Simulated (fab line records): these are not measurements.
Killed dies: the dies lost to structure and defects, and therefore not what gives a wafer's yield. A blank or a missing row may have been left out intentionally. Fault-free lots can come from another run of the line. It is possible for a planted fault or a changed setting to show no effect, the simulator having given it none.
Chamber matching || flow gf180mcu || wet_bench-01 running GF_SAB_WET_ETCH_12: 3 sister chambers
The step etches SiO2 in dHF, target depth 22 nm, time 440 s. 3 wafers are shown with their chamber, then 7 later ones without.

WAFERS PAIRED WITH THEIR CHAMBERS
{"wafer": "L857.4", "chamber": 0, "run_length_s (s)": 467.8}
{"wafer": "L859.6", "chamber": 1, "run_length_s (s)": 466.4}
{"wafer": "L872.5", "chamber": 3, "run_length_s (s)": 464.9}

WAFERS WITHOUT THEIR CHAMBER
{"wafer": "L872.6", "run_length_s (s)": 464.9}
{"wafer": "L873.1", "run_length_s (s)": 464.3}
{"wafer": "L873.2", "run_length_s (s)": 464.3}
{"wafer": "L873.5", "run_length_s (s)": 464.3}
{"wafer": "L874.1", "run_length_s (s)": 465.3}
{"wafer": "L874.2", "run_length_s (s)": 465.3}
{"wafer": "L874.4", "run_length_s (s)": 465.3}

WHICH CHAMBER EACH WENT THROUGH
{"wafer": "L872.6", "from the rows above": 3, "in truth": 3}
{"wafer": "L873.1", "from the rows above": 3, "in truth": 3}
{"wafer": "L873.2", "from the rows above": 3, "in truth": 3}
{"wafer": "L873.5", "from the rows above": 3, "in truth": 3}
{"wafer": "L874.1", "from the rows above": "can't be placed: 3 or 1", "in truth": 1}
{"wafer": "L874.2", "from the rows above": "can't be placed: 3 or 1", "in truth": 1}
{"wafer": "L874.4", "from the rows above": "can't be placed: 3 or 1", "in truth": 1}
4 of 7 placed correctly. From these rows, 3 cannot be placed; in 3 the true chamber is one of the candidates. Placed wrongly: 0.
How it was worked out, from the rows above alone: a wafer's distance from a chamber is the root of the sum, over the readings, of the square of ((its reading less the chamber's mean) divided by the reading's scatter). If the next closest chamber is less than 2 further off than the closest, the wafer can't be placed; otherwise it belongs to the closest. A chamber's mean is the mean of its shown wafers. The scatter: with one shown wafer a chamber, the root of the mean of the squares of how far each hidden wafer lies from its nearest shown one.
